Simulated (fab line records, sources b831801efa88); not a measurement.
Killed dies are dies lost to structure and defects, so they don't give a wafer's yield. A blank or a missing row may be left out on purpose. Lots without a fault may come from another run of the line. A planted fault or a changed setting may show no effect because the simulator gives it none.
fab line records | flow sky130
record lots=6 wafers=18 last_day=50
route steps=708 shown NWELL@59 PAD_OPEN@708
lots that met no fault: from a run of the same line without faults
start_h: hours from the record's first day to the start of the lot's first wafer shown | wait_h: hours since the lot's step before | " the same as in the row above | L1.1+2: a row that stands for several wafers | - no value, or no start given | * or withheld: withheld | < > ~ a bound
route shown NAME@n: a module of which the file shows steps, and the number in the route of the first | usual: mean/standard deviation of fault-free wafers | same: alike in all rows | chamber/n: place in a boat | sites: the reading at each site | _std_site: their standard deviation | _edge_site: outer sites' mean less inner sites' | radius_mm: how far each site lies from the wafer's centre | mask NAME#n: copy n | behind: the tool/chamber that last shaped the wafer | hold: why the lot was held/for how many hours/how that ended | device: the transistor (n, p or np) that didn't switch | end of line: the same wafers' tests at the end of the route | a step without rows: its recipe alone | killed: dies lost to structure and defects at the first sort, not the wafer's yield | map: a wafer's dies, x killed, . not, _ none there
set.NAME: the setting as run; set.NAME@STEP: as run at that earlier step | model.NAME: the simulator's own value behind a step, which no gauge read
lots at some steps of the route; a table a step, a row a wafer
services: from which hour (start_h, from the record's first day; less than 0 if before it) a tool's chamber was out of use, for how many hours, and why
## steps
# step SKY_NWELL_SOFTBAKE_06
# recipe temp_c=110 time_s=withheld
# step SKY_NWELL_EXPOSE_07
# recipe mask_id=NWM na=0.6 source_shape=conventional sigma_outer=0.6 polarization=unpolarized target_cd_nm=840 dose_mj=255
# step SKY_NWELL_PEB_08
# recipe temp_c=115 time_s=withheld
# step SKY_NWELL_DEVELOP_09
# recipe wall_angle_deg=90 developer=TMAH develop_time_s=60 dev_temp_c=23
# step SKY_NWELL_OVL_MEAS_10
# usual NWELL_00_OVL=0.4/1.4
# columns lot.wafer tool chamber start_h wait_h NWELL_00_OVL[nm]
L418.1 overlay-01 - 126.39 - 2.5
L418.2 " - " " 3.6
L418.5 " - " " 1.8
L420.1 overlay-02 - 142.69 - 3.3
L420.2 " - " " 2.0
L420.5 " - " " 2.8
L422.1 overlay-01 - 148.67 - -2.6
L422.4 " - " " -0.9
L422.5 " - " " -1.2
L423.1 overlay-02 - 154.07 - 1.6
L423.3 " - " " 2.6
L423.5 " - " " -0.4
L424.3 overlay-01 - 165.21 - 1.0
L424.5 " - " " 0.4
L424.6 " - " " 1.7
L430.2 overlay-01 - 202.62 - -0.6
L430.4 " - " " 0.8
L430.5 " - " " -0.3
# step SKY_NWELL_IMPLANT_11
# recipe species=P energy_kev=400 dose_cm2=1.9e+13 tilt_deg=withheld
# step SKY_NWELL_IMPLANT_12
# recipe species=P energy_kev=120 dose_cm2=1.3e+12 tilt_deg=withheld
# step SKY_NWELL_IMPLANT_13
# recipe species=P energy_kev=50 dose_cm2=7e+11 tilt_deg=withheld
# step SKY_NWELL_STRIP_14
# recipe chemistry=O2/N2 power_w=1400 pressure_mtorr=1500 platen_temp_c=withheld o2_flow_sccm=3000 n2_flow_sccm=300 overash_fraction=0.5
# usual drypump_motor_current_A=5.5/0.41 oes_product_au=0.722/0.0043 strip_time_to_endpoint_s=36.92/0.092
# same overash_fraction=0.5
# columns lot.wafer tool chamber start_h wait_h drypump_motor_current_A oes_product_au rf_hours_counter_h strip_time_to_endpoint_s
L418.1 plasma_asher-02 0 126.88 0.1 6.0 0.724 32 37.10
L418.2 " 1 " " 5.4 0.726 32 37.06
L418.5 " 0 " " 6.0 0.719 - 37.04
L420.1 plasma_asher-01 1 143.18 0.1 5.8 0.722 48 36.94
L420.2 " 0 " " 4.9 0.720 48 36.97
L420.5 " 1 " " 5.8 0.723 - 36.86
L422.1 plasma_asher-04 0 149.15 0.1 5.7 0.720 1 36.92
L422.4 " 1 " " 5.1 0.719 - 36.81
L422.5 " 0 " " 5.7 0.723 - 36.76
L423.1 plasma_asher-01 0 154.55 0.1 4.9 0.720 50 37.01
L423.3 " 0 " " 4.9 0.721 - 37.06
L423.5 " 0 " " 4.9 0.717 - 36.99
L424.3 plasma_asher-02 0 165.72 0.1 6.0 0.722 - 36.83
L424.5 " 0 " " 6.0 0.715 - 36.92
L424.6 " 1 " " 5.4 0.726 - 36.88
L430.2 plasma_asher-01 1 203.10 0.1 5.8 0.728 54 36.96
L430.4 " 0 " " 4.9 0.719 - 37.00
L430.5 " 1 " " 5.8 0.721 - 37.03
# step SKY_NWELL_TW_MEAS_15
# usual NWELL_TW=1838/15
# columns lot.wafer tool chamber start_h wait_h NWELL_TW
L418.1 film_metro-03 - 126.98 0.1 1824
L418.2 " - " " 1826
L418.5 " - " " 1840
L420.1 film_metro-02 - 143.28 0.1 1815
L420.2 " - " " 1822
L420.5 " - " " 1833
L422.1 film_metro-04 - 149.25 0.1 1848
L422.4 " - " " 1848
L422.5 " - " " 1840
L423.1 film_metro-03 - 154.65 0.1 1825
L423.3 " - " " 1824
L423.5 " - " " 1825
L424.3 film_metro-03 - 165.81 0.1 1822
L424.5 " - " " 1822
L424.6 " - " " 1834
L430.2 film_metro-03 - 203.21 0.1 1833
L430.4 " - " " 1828
L430.5 " - " " 1836
# step SKY_NWELL_DEHYDRATE_16
# recipe temp_c=200 time_s=60
# step SKY_NWELL_HMDS_17
# recipe prime_time_s=60 prime_temp_c=120
# step SKY_NWELL_COAT_18
# recipe spin_rpm=2000 resist_thk_nm=3000
# usual resist_line_temp_C=23.00/0.11
# columns lot.wafer tool chamber start_h wait_h resist_line_temp_C model.coat_of_NWELL_COAT_18.thk_nm
L418.1 litho_track-02 0 134.64 0.1 23.23 2995
L418.2 " 0 " " 23.18 2995
L418.5 " 0 " " 23.32 2986
L420.1 litho_track-03 0 153.37 0.1 23.01 3003
L420.2 " 0 " " 23.09 2998
L420.5 " 0 " " 23.05 3005
L422.1 litho_track-03 0 158.37 0.1 22.98 2989
L422.4 " 0 " " 22.88 2993
L422.5 " 0 " " 23.01 2994
L423.1 litho_track-02 0 163.69 0.1 22.79 1899
L423.3 " 0 " " 22.81 1901
L423.5 " 0 " " 22.76 1906
L424.3 litho_track-02 0 176.09 0.1 22.90 1901
L424.5 " 0 " " 22.87 1896
L424.6 " 0 " " 22.89 1902
L430.2 litho_track-03 0 213.94 0.1 23.08 3004
L430.4 " 0 " " 23.07 2992
L430.5 " 0 " " 23.22 3002
# step SKY_NWELL_SOFTBAKE_19
# recipe temp_c=110 time_s=withheld
# step SKY_NWELL_EXPOSE_20
# recipe mask_id=NWM_COMPLEMENT na=0.6 source_shape=conventional sigma_outer=0.6 polarization=unpolarized target_cd_nm=840 dose_mj=260
# step SKY_NWELL_PEB_21
# recipe temp_c=115 time_s=withheld
# step SKY_NWELL_DEVELOP_22
# recipe wall_angle_deg=90 developer=TMAH develop_time_s=60 dev_temp_c=23
# usual resist_line_temp_C=22.99/0.11
# columns lot.wafer tool chamber start_h wait_h resist_line_temp_C model.coat_of_NWELL_COAT_18.thk_nm
L418.1 litho_track-04 0 - - 23.00 2990
L418.2 " 0 " " 23.06 2990
L418.5 " 0 " " 22.93 2981
L420.1 litho_track-04 0 - - 23.04 2998
L420.2 " 0 " " 23.08 2993
L420.5 " 0 " " 23.06 3001
L422.1 litho_track-03 0 - - 22.87 2985
L422.4 " 0 " " 22.81 2989
L422.5 " 0 " " 22.79 2990
L423.1 litho_track-04 0 - - 22.92 1895
L423.3 " 0 " " 22.93 1897
L423.5 " 0 " " 22.79 1902
L424.3 litho_track-04 0 - - 23.15 1897
L424.5 " 0 " " 23.05 1892
L424.6 " 0 " " 23.04 1898
L430.2 litho_track-02 0 - - 23.17 2999
L430.4 " 0 " " 23.03 2988
L430.5 " 0 " " 22.96 2997
# step SKY_NWELL_OVL_MEAS_23
# usual NWELL_01_OVL=-0.3/1.3
# columns lot.wafer tool chamber start_h wait_h NWELL_01_OVL[nm]
L418.1 overlay-02 - 144.45 - 0.4
L418.2 " - " " 0.9
L418.5 " - " " 1.7
L420.1 overlay-01 - 163.15 - 2.4
L420.2 " - " " 1.2
L420.5 " - " " 1.2
L422.1 overlay-02 - 169.37 - 0.3
L422.4 " - " " 1.2
L422.5 " - " " 0.3
L423.1 overlay-02 - 174.35 - -0.3
L423.3 " - " " -1.1
L423.5 " - " " -0.3
L424.3 overlay-01 - 186.86 - 0.7
L424.5 " - " " -1.6
L424.6 " - " " -1.2
L430.2 overlay-01 - 225.50 - -0.3
L430.4 " - " " -1.7
L430.5 " - " " -0.1
# step SKY_NWELL_IMPLANT_24
# recipe species=B energy_kev=140 dose_cm2=9.2e+12 tilt_deg=withheld
# step SKY_NWELL_STRIP_25
# recipe chemistry=O2/N2 power_w=1400 pressure_mtorr=1500 platen_temp_c=withheld o2_flow_sccm=3000 n2_flow_sccm=300 overash_fraction=0.5
# usual drypump_motor_current_A=5.5/0.42 oes_product_au=0.723/0.0048 strip_time_to_endpoint_s=36.93/0.094
# same overash_fraction=0.5
# columns lot.wafer tool chamber start_h wait_h drypump_motor_current_A oes_product_au rf_hours_counter_h strip_time_to_endpoint_s
L418.1 plasma_asher-02 0 144.64 0.1 6.0 0.724 34 36.85
L418.2 " 1 " " 5.4 0.725 34 36.85
L418.5 " 0 " " 6.0 0.718 - 36.74
L420.1 plasma_asher-02 1 163.34 0.1 5.4 0.740 36 36.94
L420.2 " 0 " " 6.0 0.719 36 36.90
L420.5 " 0 " " 6.0 0.718 - 36.97
L422.1 plasma_asher-02 1 169.55 0.1 5.4 0.730 36 36.79
L422.4 " 1 " " 5.4 0.724 - 36.83
L422.5 " 1 " " 5.4 0.715 - 36.86
L423.1 plasma_asher-04 0 174.54 0.1 5.7 0.717 4 24.17
L423.3 " 1 " " 5.1 0.723 - 24.18
L423.5 " 1 " " 5.1 0.712 - 24.25
L424.3 plasma_asher-01 0 187.07 0.1 4.9 0.725 - 24.19
L424.5 " 0 " " 4.9 0.717 - 24.14
L424.6 " 1 " " 5.8 0.718 - 24.22
L430.2 plasma_asher-01 0 225.68 0.1 4.9 0.725 57 36.95
L430.4 " 1 " " 5.8 0.720 - 36.82
L430.5 " 1 " " 5.8 0.722 - 36.94
# step SKY_NWELL_TW_MEAS_26
# usual NWELL_2_TW=502/4.3
# columns lot.wafer tool chamber start_h wait_h NWELL_2_TW
L418.1 film_metro-03 - 144.74 0.1 497
L418.2 " - " " 500
L418.5 " - " " 498
L420.1 film_metro-04 - 163.44 0.1 502
L420.2 " - " " 501
L420.5 " - " " 501
L422.1 film_metro-03 - 169.65 0.1 500
L422.4 " - " " 502
L422.5 " - " " 502
L423.1 film_metro-04 - 174.64 0.1 506
L423.3 " - " " 507
L423.5 " - " " 504
L424.3 film_metro-04 - 187.16 0.1 505
L424.5 " - " " 506
L424.6 " - " " 504
L430.2 film_metro-04 - 225.79 0.1 513
L430.4 " - " " 508
L430.5 " - " " 510
# step SKY_PAD_OPEN_PROBE_99
# usual killed_at_M0_to_M3=45/7.5 killed_at_M4_up=2.8/1.9 killed_at_contacts=25/5.5 killed_at_front_end=14/4 killed_at_other=0.3/0.75 killed_dies=87/9.4 killed_open=47/6.6 killed_short=39/6.6
# same gross_dies=492 killed_at_back_side=0
# columns lot.wafer tool chamber start_h wait_h killed_at_M0_to_M3 killed_at_M4_up killed_at_contacts killed_at_front_end killed_at_other killed_dies killed_open killed_short model.etest.nfet_16v.r_on_ohm_um model.etest.res_iso_pwell.width_nm model.etest.res_nwell.width_nm model.etest.pfet_16v.drive_ua_um
L418.1 prober-01 - 1122.16 0.1 38 2 29 18 0 87 43 43 1.459e+04 2652 835.7 237.9
L418.2 prober-01 - 1122.21 0.1 33 2 10 16 0 61 36 25 1.443e+04 2659 834.1 240.9
L418.5 prober-01 - 1122.36 0.2 49 1 28 13 0 91 46 45 1.436e+04 2652 831.9 240.2
L420.1 prober-02 - 1139.63 0.1 41 4 18 13 0 76 45 31 1.391e+04 2642 830 250.8
L420.2 prober-02 - 1139.68 0.1 38 5 21 19 0 83 48 35 1.383e+04 2638 834.1 250.8
L420.5 prober-02 - 1139.83 0.2 34 2 24 22 0 82 46 36 1.385e+04 2643 839 245.6
L422.1 prober-01 - 1142.26 0.1 42 8 34 14 0 98 48 50 1.392e+04 2657 828.5 248.2
L422.4 prober-01 - 1142.41 0.2 50 1 17 13 0 81 49 32 1.408e+04 2655 831.5 247.3
L422.5 prober-01 - 1142.46 0.2 48 4 22 13 0 87 50 37 1.387e+04 2666 825.2 252.6
L423.1 prober-02 - 1160.32 0.1 60 3 23 12 1 99 62 37 1.472e+04 2751 792 253.4
L423.3 prober-02 - 1160.42 0.2 39 3 26 13 1 82 45 37 1.462e+04 2755 789.9 254.6
L423.5 prober-02 - 1160.52 0.2 69 1 15 11 0 96 58 38 1.454e+04 2744 788.6 257.1
L424.3 prober-02 - 1175.28 0.2 45 2 14 16 1 78 44 34 1.456e+04 2734 811.4 258.9
L424.5 prober-02 - 1175.38 0.2 47 1 25 18 0 91 48 43 1.428e+04 2719 812.1 263.8
L424.6 prober-02 - 1175.43 0.2 44 2 24 8 1 79 35 44 1.445e+04 2731 813 263.5
L430.2 prober-01 - 1189.57 0.1 45 2 25 17 0 89 53 36 1.381e+04 2655 827.4 248.6
L430.4 prober-01 - 1189.67 0.2 54 7 21 12 0 94 51 42 1.387e+04 2666 825.8 245.1
L430.5 prober-01 - 1189.72 0.2 46 2 24 13 0 85 50 35 1.393e+04 2656 827.2 244.2
# killed by level:class
L418.1 CONTACT:geometric_particle:open=10 METAL1:geometric_particle:short=8 LI_CONTACT:geometric_particle:open=7 CONTACT:geometric_particle:short=6 VIA1:geometric_particle:open=6 FIELD_ISO:geometric_particle:short=4 FIELD_ISO:geometric_particle:open=4 POLY_GATE:geometric_particle:open=4
L418.2 VIA1:geometric_particle:open=9 FIELD_ISO:geometric_particle:short=6 FIELD_ISO:geometric_particle:open=5 LI_CONTACT:geometric_particle:open=5 VIA2:geometric_particle:short=5 VIA2:geometric_particle:open=5 CONTACT:geometric_particle:open=3 METAL3:geometric_particle:short=3
L418.5 VIA1:geometric_particle:open=11 CONTACT:geometric_particle:open=10 METAL2:geometric_particle:short=7 VIA2:geometric_particle:open=7 METAL1:geometric_particle:short=7 CONTACT:geometric_particle:short=6 VIA3:geometric_particle:open=5 LI_CONTACT:geometric_particle:short=4
L420.1 VIA1:geometric_particle:open=11 CONTACT:geometric_particle:open=7 LI_CONTACT:geometric_particle:open=6 VIA1:geometric_particle:short=6 VIA3:geometric_particle:open=6 FIELD_ISO:geometric_particle:open=4 VIA2:geometric_particle:short=4 FIELD_ISO:geometric_particle:short=3
L420.2 VIA3:geometric_particle:open=12 VIA1:geometric_particle:open=8 CONTACT:geometric_particle:open=7 LI_CONTACT:geometric_particle:open=6 FIELD_ISO:geometric_particle:short=5 CONTACT:geometric_particle:short=5 FIELD_ISO:geometric_particle:open=4 METAL1:geometric_particle:short=4
L420.5 CONTACT:geometric_particle:open=12 VIA1:geometric_particle:open=8 FIELD_ISO:geometric_particle:open=7 POLY_GATE:geometric_particle:short=6 VIA2:geometric_particle:open=6 METAL1:geometric_particle:short=5 POLY_GATE:geometric_particle:open=4 LOCAL_INTERCONNECT:geometric_particle:short=4
L422.1 CONTACT:geometric_particle:open=15 VIA1:geometric_particle:open=9 CONTACT:geometric_particle:short=8 VIA3:geometric_particle:open=7 LOCAL_INTERCONNECT:geometric_particle:short=6 METAL4:geometric_particle:short=6 FIELD_ISO:geometric_particle:short=5 METAL1:geometric_particle:short=5
L422.4 VIA1:geometric_particle:open=12 VIA3:geometric_particle:open=11 CONTACT:geometric_particle:open=8 VIA1:geometric_particle:short=7 METAL1:geometric_particle:short=6 POLY_GATE:geometric_particle:open=4 LI_CONTACT:geometric_particle:open=4 CONTACT:geometric_particle:short=4
L422.5 VIA2:geometric_particle:open=10 CONTACT:geometric_particle:open=9 VIA1:geometric_particle:open=9 VIA1:geometric_particle:short=6 VIA3:geometric_particle:short=6 VIA3:geometric_particle:open=6 CONTACT:geometric_particle:short=5 POLY_GATE:geometric_particle:open=4
L423.1 VIA1:geometric_particle:open=16 VIA3:geometric_particle:open=13 VIA2:geometric_particle:open=8 LI_CONTACT:geometric_particle:open=7 CONTACT:geometric_particle:open=6 POLY_GATE:geometric_particle:short=5 VIA2:geometric_particle:short=5 LOCAL_INTERCONNECT:geometric_particle:short=4
L423.3 VIA2:geometric_particle:open=9 CONTACT:geometric_particle:open=9 LI_CONTACT:geometric_particle:open=6 METAL1:geometric_particle:short=6 CONTACT:geometric_particle:short=5 VIA3:geometric_particle:open=5 METAL2:geometric_particle:short=5 VIA1:geometric_particle:open=4
L423.5 VIA1:geometric_particle:open=19 VIA2:geometric_particle:open=12 VIA3:geometric_particle:open=8 METAL2:geometric_particle:short=8 LI_CONTACT:geometric_particle:open=6 LOCAL_INTERCONNECT:geometric_particle:short=5 VIA2:geometric_particle:short=5 POLY_GATE:geometric_particle:short=4
L424.3 VIA1:geometric_particle:open=11 VIA3:geometric_particle:open=8 METAL2:geometric_particle:short=6 VIA2:geometric_particle:open=6 FIELD_ISO:geometric_particle:open=5 CONTACT:geometric_particle:short=5 FIELD_ISO:geometric_particle:short=4 LI_CONTACT:geometric_particle:short=4
L424.5 VIA1:geometric_particle:short=11 VIA1:geometric_particle:open=11 CONTACT:geometric_particle:open=9 LI_CONTACT:geometric_particle:open=7 CONTACT:geometric_particle:short=6 VIA2:geometric_particle:open=6 FIELD_ISO:geometric_particle:open=5 FIELD_ISO:geometric_particle:short=5
L424.6 VIA1:geometric_particle:open=9 VIA2:geometric_particle:open=7 LI_CONTACT:geometric_particle:open=6 CONTACT:geometric_particle:open=6 VIA1:geometric_particle:short=5 CONTACT:geometric_particle:short=5 METAL1:geometric_particle:short=5 VIA3:geometric_particle:short=5
L430.2 CONTACT:geometric_particle:open=16 VIA1:geometric_particle:open=11 VIA1:geometric_particle:short=8 VIA3:geometric_particle:open=6 VIA2:geometric_particle:open=6 LI_CONTACT:geometric_particle:open=4 CONTACT:geometric_particle:short=4 METAL1:geometric_particle:short=4
L430.4 VIA1:geometric_particle:open=17 CONTACT:geometric_particle:open=9 CONTACT:geometric_particle:short=8 VIA3:geometric_particle:open=7 VIA1:geometric_particle:short=6 VIA3:geometric_particle:short=5 VIA2:geometric_particle:open=5 FIELD_ISO:geometric_particle:short=4
L430.5 VIA3:geometric_particle:open=11 VIA1:geometric_particle:open=9 CONTACT:geometric_particle:open=8 LI_CONTACT:geometric_particle:open=7 METAL1:geometric_particle:short=7 VIA1:geometric_particle:short=7 VIA2:geometric_particle:open=5 CONTACT:geometric_particle:short=5
## services
# columns tool chamber start_h hours kind
plasma_asher-04 - 113.37 14.6 pm
plasma_asher-02 - 117.20 2.8 pm
plasma_asher-04 - 127.97 9.0 pm
plasma_asher-04 0 127.97 9.0 vent_cycle
plasma_asher-04 1 127.97 9.0 vent_cycle
plasma_asher-04 0 136.97 - clean
plasma_asher-04 1 136.97 - clean
plasma_asher-01 - 141.50 1.6 repair
## key
first_sign step=SKY_NWELL_STRIP_25 reading=strip_time_to_endpoint_s direction=down sigmas=99+ usual=* struck=*
effect none on later readings
model_effect step=SKY_NWELL_COAT_18 value=coat_of_NWELL_COAT_18.thk_nm without=2995 struck=1901
model_effect step=SKY_NWELL_DEVELOP_22 value=coat_of_NWELL_COAT_18.thk_nm without=2991 struck=1897
model_effect step=SKY_PAD_OPEN_PROBE_99 value=etest.nfet_16v.r_on_ohm_um without=1.408e+04 struck=1.453e+04
met_at SKY_NWELL_COAT_18
struck_wafers L423.1,L423.3,L423.5,L424.3,L424.5,L424.6
tester_left_out L423,L424
onset_between 134.64 163.69
also_fits SKY_NWELL_DEVELOP_22:litho_track-04
fault kind=process_parameter_drift tool=litho_track-02 chamber=- onset_h=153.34 steps=SKY_NWELL_COAT_18 channel=resist_thk_nm offset=-1096.1 shape=step end_h=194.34 acts_in=these_recipes_only stated=3000
# tester_left_out: of these lots the tester's yield and bins aren't shown, on N5 and GAA mostly nor the transistor test; their killed dies are dies lost to structure and defects alone, not to doping, threshold or leakage, so they don't give the yield
